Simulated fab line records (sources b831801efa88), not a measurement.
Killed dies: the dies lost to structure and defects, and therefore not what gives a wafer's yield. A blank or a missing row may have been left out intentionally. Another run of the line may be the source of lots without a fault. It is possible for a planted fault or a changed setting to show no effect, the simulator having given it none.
A struck lot beside a sound one :: flow sky130 :: 21 out of 708 route steps
Sound: wafers L320.2, L320.4, L320.5. Wafers L330.4, L330.5, L330.6 were the ones struck. Last of all comes the cause.
For every step that has rows: the tool of each side, followed by ch and its chambers, followed by its first start. Under that, the readings that differ: sound wafers :: struck wafers :: difference of the means :: sigmas: that difference in standard deviations of wafers without a fault.
alike: words and numbers the same on both sides, and readings whose means are apart by under 2 such deviations; not compared: readings that were withheld, readings missing a value for some wafer, numbers with overlapping values and no deviation given by the record, and bounds like >300 which may hide the same value.
The two part at a step that has a row with sigmas, a row that says differs or no value, or rows on one side only. Numbers that don't overlap but have no deviation are shown without sigmas and don't part them. A reading that every wafer of one side lacks parts them only if that side has two wafers or more.

SKY_METAL5_DESCUM_14: chemistry O2, time 11 s.
  sound on rie_metal-02 ch 0,1, day 44 00:41; struck on rie_metal-01 ch 0,1, day 46 13:04
  alike: drypump_motor_current_A, oes_product_au
  not compared: rf_hours_counter_h
SKY_METAL5_METAL_ETCH_15: etches the open film in Cl2/BCl3, stops on SiO2, target depth 1260 nm, time 252 s.
  sound on rie_metal-02 ch 0,1, day 44 00:43; struck on rie_metal-01 ch 0,1, day 46 13:10
  alike: drypump_motor_current_A, oes_product_au, throttle_valve_pct
  not compared: rf_hours_counter_h
SKY_METAL5_STRIP_16: strips in O2/N2.
  sound on plasma_asher-01 ch 0,1, day 44 00:58; struck on plasma_asher-02 ch 0,1, day 46 13:22
reading: strip_time_to_endpoint_s (s)
sound: 13.14 12.92 13.12
struck: 13.26 13.29 13.36
difference: +0.24
sigmas: +2
  alike: drypump_motor_current_A, oes_product_au
  not compared: rf_hours_counter_h
then, 3 steps without rows for these wafers: SKY_METAL5_STRIP_17 (strips in post etch residue remover, time 1200 s); SKY_METAL5_CLEAN_18 (cleans in IPA, time 180 s); SKY_METAL5_CLEAN_19 (cleans in O3/DIW).
SKY_PASSIVATION_CVD_00: deposits SiO2, target thk 90 nm.
  sound on pecvd-04 ch 0,2, day 44 01:35; struck on pecvd-02 ch 0,1,2, day 46 13:55
  alike: heater_power_w
SKY_PASSIVATION_THK_MEAS_01:
  struck on film_metro-01, day 46 13:58; sound on film_metro-01, day 44 01:37
reading: PASSIVATION_CVD_00_THK (nm)
sound: 88.2 89.5 89.6
struck: 91.8 91.9 91.0
difference: +2.5
sigmas: +2
SKY_PASSIVATION_CVD_02: deposits Si3N4, target thk 540 nm.
  sound on pecvd-01 ch 0,2, day 44 01:40; struck on pecvd-04 ch 0,1,2, day 46 14:07
  alike: heater_power_w
SKY_PASSIVATION_THK_MEAS_03:
  struck on film_metro-01, day 46 14:15; sound on film_metro-04, day 44 01:55
  alike: PASSIVATION_CVD_02_THK
then, 2 steps without rows for these wafers: SKY_PASSIVATION_DEHYDRATE_04 (time 60 s); SKY_PASSIVATION_HMDS_05 (prime time 60 s).
SKY_PASSIVATION_COAT_06: resist thk 3000 nm.
  sound on litho_track-01 ch 0, day 44 12:04; struck on litho_track-01 ch 0, day 46 23:25
reading: model.coat_of_PASSIVATION_COAT_06.thk_nm (nm)
sound: 3014 3004 3019
struck: 2658 2654 2655
difference: -357
sigmas: 
  alike: chill_plate_temp_C
then, 4 steps without rows for these wafers: SKY_PASSIVATION_SOFTBAKE_07; SKY_PASSIVATION_EXPOSE_08 (exposes mask NSM, target cd 3000 nm); SKY_PASSIVATION_PEB_09; SKY_PASSIVATION_DEVELOP_10 (develop time 60 s).
SKY_PASSIVATION_ETCH_11: etches the open film in CF4/O2, stops on AlCu, target depth 725 nm, time 161.1 s.
  sound on rie_diel-04 ch 0,2,3, day 44 23:39; struck on rie_diel-04 ch 0,3, day 47 08:25
reading: model.coat_of_PASSIVATION_COAT_06.thk_nm (nm)
sound: 2528 2521 2532
struck: 2185 2178 2176
difference: -347
sigmas: 

reading: model.PASSIVATION.cd_nm (nm)
sound: 3000 2998 3000
struck: 3025 3026 3028
difference: +27
sigmas: 
  alike: drypump_motor_current_A, oes_product_au, throttle_valve_pct
  not compared: rf_hours_counter_h
SKY_PASSIVATION_STRIP_12: strips in O2/N2.
  sound on plasma_asher-03 ch 0,1, day 44 23:46; struck on plasma_asher-03 ch 0,1, day 47 08:33
reading: strip_time_to_endpoint_s (s)
sound: 31.65 31.59 31.69
struck: 27.68 27.59 27.58
difference: -4.03
sigmas: -34
  alike: drypump_motor_current_A, oes_product_au
  not compared: rf_hours_counter_h
then, 1 step without rows for these wafers: SKY_PAD_OPEN_DEHYDRATE_00 (time 60 s).
SKY_PAD_OPEN_PROBE_99:
  sound wafers here have rows in the record (prober-02, day 45 22:32); struck ones have none

WHERE THEY PART
At SKY_METAL5_STRIP_16 first; at SKY_PAD_OPEN_PROBE_99 last (within this record only).

WHY: the cause the simulator had injected
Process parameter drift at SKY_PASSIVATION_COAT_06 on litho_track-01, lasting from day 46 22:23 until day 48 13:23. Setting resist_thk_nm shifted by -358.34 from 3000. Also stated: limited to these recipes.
